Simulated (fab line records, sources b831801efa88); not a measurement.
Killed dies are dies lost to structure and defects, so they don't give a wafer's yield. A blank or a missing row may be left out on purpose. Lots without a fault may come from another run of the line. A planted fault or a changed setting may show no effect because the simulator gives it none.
Chamber matching | flow sky130 | SKY_VIA2_CMP_24 on cmp-01: 4 sister chambers
The step polishes, stops on SiO2, t overpolish 20 s, target thk 0 nm. 18 wafers are shown with their chamber, then 9 later ones without.

WAFERS WITH THEIR CHAMBER
wafer  | chamber | motor_current_A (A) | overpolish_run_s (s) | time_to_endpoint_s (s)
L557.2 | 3       | 11.7                | 19.986               | 96
L557.3 | 2       | 10.7                | 20.008               | 98
L557.5 | 2       | 10.5                | 20.005               | 96
L558.1 | 3       | 11.9                | 20.018               | 98
L558.3 | 1       | 11.6                | 19.994               | 96
L558.6 | 0       | 10.1                | 20.017               | 96
L559.4 | 2       | 11.4                | 20.003               | 96
L559.5 | 3       | 11.5                | 20.008               | 96
L559.6 | 2       | 11.3                | 20.002               | 94
L561.1 | 2       | 11.0                | 20.005               | 94
L561.3 | 3       | 12.3                | 20.000               | 97
L561.5 | 2       | 11.2                | 20.009               | 89
L564.2 | 3       | 12.6                | 19.989               | 99
L564.3 | 1       | 11.4                | 20.005               | 100
L564.6 | 0       | 10.5                | 20.004               | 99
L569.2 | 1       | 12.4                | 19.990               | 96
L569.4 | 2       | 10.8                | 20.001               | 96
L569.5 | 0       | 10.1                | 20.004               | 96

SIGNATURES (means of the wafers above)
reading            | chamber 0 | chamber 1 | chamber 2 | chamber 3 | scatter within a chamber
motor_current_A    | 10.233    | 11.800    | 10.986    | 12.000    | 0.391
overpolish_run_s   | 20.00833  | 19.99633  | 20.00471  | 20.00020  | 0.00842
time_to_endpoint_s | 97.00     | 97.33     | 94.71     | 97.20     | 2.28
Rule: a wafer's distance from a chamber is the root of the sum, over the readings, of the square of ((its reading less the chamber's mean) divided by the reading's scatter). The wafer belongs to the nearest chamber; if the next one is less than 2 further off, it can't be placed. The scatter: the root of (the sum of the squares of (reading less its chamber's mean) over the shown wafers, divided by (wafers less chambers)).

WAFERS WITHOUT THEIR CHAMBER
wafer  | motor_current_A (A) | overpolish_run_s (s) | time_to_endpoint_s (s)
L570.1 | 11.8                | 19.999               | 94
L570.2 | 10.5                | 19.999               | 91
L570.5 | 9.8                 | 20.005               | 92
L571.1 | 10.6                | 19.999               | 95
L571.3 | 10.0                | 19.994               | 92
L571.5 | 11.6                | 19.995               | 96
L573.1 | 10.6                | 19.999               | 95
L573.2 | 10.0                | 19.998               | 96
L573.3 | 11.6                | 19.997               | 96

WHICH CHAMBER EACH WENT THROUGH
wafer  | from the rows above          | in truth
L570.1 | can't be placed: 1 or 3 or 2 | 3
L570.2 | can't be placed: 2 or 0      | 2
L570.5 | can't be placed: 0 or 2      | 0
L571.1 | can't be placed: 2 or 0      | 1
L571.3 | can't be placed: 0 or 2      | 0
L571.5 | can't be placed: 1 or 3 or 2 | 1
L573.1 | can't be placed: 2 or 0      | 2
L573.2 | can't be placed: 0 or 2      | 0
L573.3 | can't be placed: 1 or 3 or 2 | 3
Placed correctly: 0 of 9. Can't be placed from these rows: 9 (the true chamber is among the candidates in 8). Placed wrongly: 0.
